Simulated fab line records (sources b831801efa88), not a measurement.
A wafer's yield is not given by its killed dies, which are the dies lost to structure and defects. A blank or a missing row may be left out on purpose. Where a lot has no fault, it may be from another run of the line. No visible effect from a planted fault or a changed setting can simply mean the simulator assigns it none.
A single fault, viewed from 2 desks || flow gf180mcu || what lay behind the numbers comes last; until then each desk has only its own

AT THE METROLOGY DESK
Means of the sampled wafers that have a number, per lot and without regard to the tool the lot ran on: this is what the gauges read. A lot is out of limits, marked OUT, if its mean lies more than 4 standard deviations from the usual mean; the brackets give that distance.
Columns: A = MVPSD_RS at GF_VT_IMPLANT_RS_MEAS_49, usual 1168.6 ohm/sq; B = HV_LDD_2_TW at GF_HV_LDD_TW_MEAS_23, usual 1051; C = HV_LDD_3_TW at GF_HV_LDD_TW_MEAS_38, usual 1416; D = HV_LDD_RS at GF_HV_LDD_RS_MEAS_53, usual 418.9 ohm/sq; E = HV_LDD_CVD_54_THK at GF_HV_LDD_THK_MEAS_55, usual 9.99 nm
{"lot": "L571", "first seen here": "day 8 08:08", "A": 1168.8, "B": 1031, "C": 1399, "D": 420.0, "E": 10.02}
{"lot": "L572", "first seen here": "day 8 18:01", "A": 1168.8, "B": 1055, "C": 1399, "D": 418.9, "E": 10.09}
{"lot": "L573", "first seen here": "day 8 23:16", "A": 1170.4, "B": 1060, "C": 1398, "D": 419.9, "E": 9.87}
{"lot": "L574", "first seen here": "day 9 07:26", "A": 1164.7, "B": 1027, "C": 1428, "D": 418.5, "E": 10.12}
{"lot": "L575", "first seen here": "day 9 14:10", "A": 1168.8, "B": 1052, "C": 1441, "D": 418.6, "E": 9.81}
{"lot": "L579", "first seen here": "day 10 18:38", "A": 1170.5, "B": 1060, "C": 1443, "D": 418.8, "E": 10.19}
{"lot": "L582", "first seen here": "day 11 15:27", "A": 1166.0, "B": 1064, "C": 1439, "D": 420.4, "E": 9.85}
{"lot": "L584", "first seen here": "day 12 04:01", "A": 1164.8, "B": 1059, "C": 1465, "D": "411.5 (-7.9) OUT", "E": 10.17}
{"lot": "L585", "first seen here": "day 12 15:05", "A": 1166.7, "B": 1032, "C": 1475, "D": "412.7 (-6.6) OUT", "E": 9.97}
{"lot": "L589", "first seen here": "day 13 14:25", "A": 1169.4, "B": 1047, "C": 1420, "D": 419.5, "E": 9.97}
{"lot": "L590", "first seen here": "day 13 18:27", "A": 1167.2, "B": 1035, "C": 1441, "D": 418.9, "E": 9.97}
{"lot": "L591", "first seen here": "day 14 02:08", "A": 1171.3, "B": 1058, "C": 1407, "D": 417.8, "E": 10.00}
{"lot": "L594", "first seen here": "day 14 22:31", "A": 1171.4, "B": 1053, "C": 1431, "D": 419.5, "E": 9.88}
This desk reports L584, L585 out of limits; the earliest was L584 at day 18 05:25 (HV_LDD_RS at GF_HV_LDD_RS_MEAS_53). Within limits: L571, L572, L573, L574, L575, L579, L582, L589, L590, L591, L594.

FOR THE TOOL OWNER'S DESK: implanter-01
The tool's own readings at GF_HV_LDD_IMPLANT_36, given as means over the sampled wafers that have a number, one for each lot that went through this tool. A lot is out of limits, marked OUT, if its mean lies more than 4 standard deviations from the usual mean; the brackets give that distance.
Columns: A = beam on s at GF_HV_LDD_IMPLANT_36, usual 10.01 s; B = faraday current uA at GF_HV_LDD_IMPLANT_36, usual 41.1
{"lot": "L571", "first seen here": "day 12 23:00", "A": 10.00, "B": 41.1}
{"lot": "L574", "first seen here": "day 14 00:22", "A": 9.84, "B": 41.8}
{"lot": "L582", "first seen here": "day 16 14:28", "A": 10.10, "B": 40.7}
{"lot": "L584", "first seen here": "day 17 04:08", "A": "13.68 (+18) OUT", "B": "30.1 (-13) OUT"}
{"lot": "L585", "first seen here": "day 17 15:54", "A": "13.58 (+18) OUT", "B": "30.3 (-13) OUT"}
This desk's verdict: out of limits on L584, L585, starting with L584 at day 17 04:08 (beam on s at GF_HV_LDD_IMPLANT_36). Within limits: L571, L574, L582.

PUT TOGETHER
At day 17 04:08, on L584, L585, the tool owner's desk was in a position to raise an alarm.
On L584, L585, the metrology desk was in a position to raise an alarm at day 18 05:25.
On implanter-01, each named lot ran GF_HV_LDD_IMPLANT_36.

WHAT THE SIMULATOR HAD PUT IN
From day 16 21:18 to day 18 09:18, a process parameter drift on implanter-01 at GF_HV_LDD_IMPLANT_36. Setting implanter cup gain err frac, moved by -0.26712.
Lots struck among those shown: L584, L585.
Counting hours from when the fault started, the first reading out of limits came at 7 for the tool owner's desk and at 32 for the metrology desk.
